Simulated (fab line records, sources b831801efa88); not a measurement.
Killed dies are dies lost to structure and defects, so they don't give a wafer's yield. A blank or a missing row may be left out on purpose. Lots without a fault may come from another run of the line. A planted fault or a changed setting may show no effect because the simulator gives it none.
fab line records | flow sfq_line
record lots=7 wafers=21 last_day=91
route steps=325 shown I4@176 JJ@178
lots that met no fault: from a run of the same line without faults
start_h: hours from the record's first day to the start of the lot's first wafer shown | wait_h: hours since the lot's step before | " the same as in the row above | L1.1+2: a row that stands for several wafers | - no value, or no start given | * or withheld: withheld | < > ~ a bound
route shown NAME@n: a module of which the file shows steps, and the number in the route of the first | usual: mean/standard deviation of fault-free wafers | same: alike in all rows | chamber/n: place in a boat | sites: the reading at each site | _std_site: their standard deviation | _edge_site: outer sites' mean less inner sites' | radius_mm: how far each site lies from the wafer's centre | mask NAME#n: copy n | behind: the tool/chamber that last shaped the wafer | hold: why the lot was held/for how many hours/how that ended | device: the transistor (n, p or np) that didn't switch | end of line: the same wafers' tests at the end of the route | a step without rows: its recipe alone | killed: dies lost to structure and defects at the first sort, not the wafer's yield | map: a wafer's dies, x killed, . not, _ none there
set.NAME: the setting as run; set.NAME@STEP: as run at that earlier step | model.NAME: the simulator's own value behind a step, which no gauge read
lots at some steps of the route; a table a step, a row a wafer
services: from which hour (start_h, from the record's first day; less than 0 if before it) a tool's chamber was out of use, for how many hours, and why
## steps
# step SFQ_TRILAYER_I4_VIA_STRIP_STRIP_107
# recipe gas=O2 power_w=200 platen_temp_c=40 overash_fraction=0.65 chemistry=O2 pressure_mtorr=50
# usual drypump_motor_current_A=5.8/0.47 oes_product_au=1.005/0.0076
# same overash_fraction=0.65
# columns lot.wafer tool chamber start_h wait_h drypump_motor_current_A oes_product_au rf_hours_counter_h
L635.1 rie_metal-03 0 1224.35 - 5.5 1.006 3
L635.2 " 1 " " 5.2 1.001 113
L635.3 " 0 " " 5.5 0.995 -
L644.1 rie_metal-03 1 1301.62 - 5.2 0.997 127
L644.2 " 0 " " 5.5 1.011 13
L644.4 " 1 " " 5.2 0.997 -
L645.2 rie_metal-04 1 1314.82 - 6.2 1.015 135
L645.5 " 0 " " 6.2 1.011 -
L645.6 " 1 " " 6.2 1.020 -
L646.3 rie_metal-04 1 1318.62 - 6.2 1.011 -
L646.4 " 0 " " 6.2 1.001 -
L646.6 " 1 " " 6.2 1.017 -
L649.2 rie_metal-03 1 1341.91 - 5.3 0.992 133
L649.3 " 1 " " 5.3 1.000 -
L649.5 " 1 " " 5.3 0.995 -
L653.1 rie_metal-03 1 1362.31 - 5.2 0.993 137
L653.5 " 0 " " 5.5 1.014 -
L653.6 " 1 " " 5.2 1.001 -
L654.2 rie_metal-01 1 1381.51 - 6.6 1.004 55
L654.3 " 0 " " 5.5 0.997 -
L654.4 " 1 " " 6.6 1.003 -
# step SFQ_TRILAYER_I4_VIA_STRIP_SOLV_CLEAN_108
# recipe chemistry=NMP temp_c=70 time_s=600
# step SFQ_TRILAYER_JJ_TRILAYER_DEP_PRE_CLEAN_113
# recipe gas=Ar time_s=22.5 bias_v=250
# step SFQ_TRILAYER_JJ_TRILAYER_DEP_SPUTTER_109
# recipe material=Nb base_pressure_pa=1.33e-06 chamber_pressure_pa=0.1333 substrate_temp_c=20 target_thk_nm=150 power_w=2000 time_s=100
# usual throttle_valve_pct=30.1/1
# same time_s=100
# columns lot.wafer tool chamber start_h wait_h throttle_valve_pct
L635.1 pvd_sputter-04 - 1225.16 0.0 29.4
L635.2 " - " " 27.9
L635.3 " - " " 30.5
L644.1 pvd_sputter-04 - 1302.62 0.0 29.3
L644.2 " - " " 27.7
L644.4 " - " " 30.5
L645.2 pvd_sputter-06 - 1315.62 0.0 29.9
L645.5 " - " " 30.1
L645.6 " - " " 30.7
L646.3 pvd_sputter-05 - 1319.22 0.0 29.5
L646.4 " - " " 30.9
L646.6 " - " " 30.8
L649.2 pvd_sputter-06 - 1342.92 0.0 29.7
L649.3 " - " " 29.6
L649.5 " - " " 29.7
L653.1 pvd_sputter-06 - 1363.12 0.0 29.6
L653.5 " - " " 29.5
L653.6 " - " " 30.9
L654.2 pvd_sputter-04 - 1382.32 0.0 30.5
L654.3 " - " " 28.0
L654.4 " - " " 31.0
# step SFQ_TRILAYER_JJ_TRILAYER_DEP_SPUTTER_110
# recipe material=Al base_pressure_pa=1.33e-06 target_thk_nm=8 power_w=500 time_s=10 chamber_pressure_pa=0.4
# usual throttle_valve_pct=30.2/1
# same time_s=10
# columns lot.wafer tool chamber start_h wait_h throttle_valve_pct
L635.1 pvd_sputter-04 - 1225.23 0.0 29.3
L635.2 " - " " 27.6
L635.3 " - " " 30.6
L644.1 pvd_sputter-04 - 1302.70 0.0 29.3
L644.2 " - " " 27.8
L644.4 " - " " 30.7
L645.2 pvd_sputter-06 - 1315.70 0.0 30.0
L645.5 " - " " 30.1
L645.6 " - " " 30.9
L646.3 pvd_sputter-05 - 1319.30 0.0 29.7
L646.4 " - " " 31.0
L646.6 " - " " 30.9
L649.2 pvd_sputter-06 - 1343.00 0.0 29.5
L649.3 " - " " 30.2
L649.5 " - " " 29.3
L653.1 pvd_sputter-06 - 1363.19 0.0 29.6
L653.5 " - " " 29.9
L653.6 " - " " 30.5
L654.2 pvd_sputter-04 - 1382.39 0.0 30.8
L654.3 " - " " 28.0
L654.4 " - " " 31.1
# step SFQ_TRILAYER_JJ_TRILAYER_DEP_AL_OXIDATION_111
# recipe pressure_mbar=0.014667 oxidation_time_s=600 temperature_k=293
# step SFQ_TRILAYER_JJ_TRILAYER_DEP_SPUTTER_112
# recipe material=Nb base_pressure_pa=1.33e-06 chamber_pressure_pa=0.1333 substrate_temp_c=20 target_thk_nm=170 power_w=2000 time_s=113.3
# usual throttle_valve_pct=30.1/1
# same time_s=113.3
# columns lot.wafer tool chamber start_h wait_h throttle_valve_pct
L635.1 pvd_sputter-04 - 1226.25 0.5 29.2
L635.2 " - " " 27.8
L635.3 " - " " 30.7
L644.1 pvd_sputter-04 - 1303.72 0.5 29.3
L644.2 " - " " 27.5
L644.4 " - " " 30.8
L645.2 pvd_sputter-06 - 1316.72 0.5 29.8
L645.5 " - " " 29.7
L645.6 " - " " 30.8
L646.3 pvd_sputter-05 - 1320.32 0.5 29.9
L646.4 " - " " 31.0
L646.6 " - " " 30.9
L649.2 pvd_sputter-06 - 1344.02 0.5 29.6
L649.3 " - " " 30.0
L649.5 " - " " 29.7
L653.1 pvd_sputter-06 - 1364.21 0.5 29.5
L653.5 " - " " 29.5
L653.6 " - " " 31.0
L654.2 pvd_sputter-04 - 1383.41 0.5 30.4
L654.3 " - " " 27.8
L654.4 " - " " 31.2
# step SFQ_JJ_RS_MEAS_929
# recipe thk_meas_gauge=four-point-probe reads=Nb_of_TRILAYER_JJ_TRILAYER_DEP_SPUTTER_112
# usual JJ_NB_RS=1.046/0.013
# columns lot.wafer tool chamber start_h wait_h JJ_NB_RS[ohm/sq]
L635.1 film_metro-02 - 1226.33 0.0 1.021
L635.2 " - " " 0.999
L635.3 " - " " 1.025
L644.1 film_metro-01 - 1303.80 0.0 1.042
L644.2 " - " " 1.022
L644.4 " - " " 1.060
L645.2 film_metro-01 - 1316.82 0.1 1.047
L645.5 " - " " 1.047
L645.6 " - " " 1.049
L646.3 film_metro-02 - 1320.44 0.1 1.036
L646.4 " - " " 1.042
L646.6 " - " " 1.045
L649.2 film_metro-01 - 1344.12 0.1 1.058
L649.3 " - " " 1.051
L649.5 " - " " 1.051
L653.1 film_metro-03 - 1364.29 0.0 1.044
L653.5 " - " " 1.036
L653.6 " - " " 1.041
L654.2 film_metro-02 - 1383.51 0.1 1.048
L654.3 " - " " 1.037
L654.4 " - " " 1.050
# step SFQ_TRILAYER_JJ_CE_LITHO_COAT_119
# recipe resist=BARC spin_rpm=2950 resist_thk_nm=62
# step SFQ_TRILAYER_JJ_CE_LITHO_COAT_114
# recipe resist=KrF spin_rpm=3000 resist_thk_nm=600
# step SFQ_TRILAYER_JJ_CE_LITHO_SOFTBAKE_118
# recipe temp_c=withheld time_s=withheld resist=KrF
# step SFQ_TRILAYER_JJ_CE_LITHO_EXPOSE_115
# recipe mask_id=J5 na=0.6 source_shape=conventional sigma_outer=0.65 target_cd_nm=700 dose_mj=14.4
# usual exposure_dose_mJ_cm2=14.401/0.013 focus_offset_nm=-0.1/0.48
# columns lot.wafer tool chamber start_h wait_h mask exposure_dose_mJ_cm2 focus_offset_nm
L635.1 krf_scanner-01 0 1227.26 - J5#0 14.406 -1.0
L635.2 " 0 " " J5#0 14.383 -0.9
L635.3 " 0 " " J5#0 14.399 -0.4
L644.1 krf_scanner-01 - 1324.68 - J5#0 - -
L644.2 " - " " J5#0 - -
L644.4 " - " " J5#0 - -
L645.2 krf_scanner-01 - 1327.28 - J5#0 - -
L645.5 " - " " J5#0 - -
L645.6 " - " " J5#0 - -
L646.3 krf_scanner-01 - 1329.88 - J5#0 - -
L646.4 " - " " J5#0 - -
L646.6 " - " " J5#0 - -
L649.2 krf_scanner-01 0 1351.24 - J5#0 14.420 -0.3
L649.3 " 0 " " J5#0 14.400 -1.0
L649.5 " 0 " " J5#0 14.409 -0.3
L653.1 krf_scanner-01 0 1386.92 - J5#0 14.400 -0.5
L653.5 " 0 " " J5#0 14.393 -0.1
L653.6 " 0 " " J5#0 14.398 -0.9
L654.2 krf_scanner-02 0 1490.35 - J5#0 14.406 0.1
L654.3 " 0 " " J5#0 14.414 0.3
L654.4 " 0 " " J5#0 14.412 0.1
# step SFQ_TRILAYER_JJ_CE_LITHO_PEB_117
# recipe peb_temp_c=115 peb_time_s=60 resist=KrF
## services
# columns tool chamber start_h hours kind
krf_scanner-01 - 1201.56 1.2 repair
krf_scanner-01 - 1238.06 1.0 pm
pvd_sputter-05 - 1262.74 1.1 repair
pvd_sputter-04 - 1266.81 9.1 repair
rie_metal-03 - 1268.83 1.4 pm
krf_scanner-01 - 1269.83 1.3 pm
rie_metal-03 0 1272.26 9.1 repair
pvd_sputter-06 - 1280.92 3.7 repair
pvd_sputter-05 - 1292.10 10.0 repair
pvd_sputter-06 - 1296.51 4.2 repair
rie_metal-03 - 1297.81 2.5 repair
pvd_sputter-05 - 1300.64 1.0 repair
pvd_sputter-05 - 1302.30 0.8 repair
krf_scanner-01 - 1345.08 3.6 pm
krf_scanner-01 - 1350.09 0.6 repair
krf_scanner-01 - 1354.18 3.0 repair
rie_metal-03 - 1400.59 15.6 pm
pvd_sputter-05 - 1401.12 3.6 repair
krf_scanner-01 - 1407.32 1.0 pm
krf_scanner-01 - 1415.81 0.3 repair
pvd_sputter-04 - 1429.03 1.0 repair
krf_scanner-01 - 1445.37 1.3 pm
pvd_sputter-05 - 1466.95 3.4 repair
krf_scanner-01 - 1487.62 0.8 pm
## key
first_sign step=SFQ_TRILAYER_JJ_CE_LITHO_EXPOSE_115 reading=tool_record direction=missing
effect none on later readings
met_at SFQ_TRILAYER_JJ_CE_LITHO_EXPOSE_115
struck_wafers L644.1,L644.2,L644.4,L645.2,L645.5,L645.6,L646.3,L646.4,L646.6
onset_between 1227.26 1324.68
fault kind=skipped_step_whole tool=krf_scanner-01 chamber=- onset_h=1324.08 steps=SFQ_TRILAYER_JJ_CE_LITHO_EXPOSE_115 scope=struck_lots_only
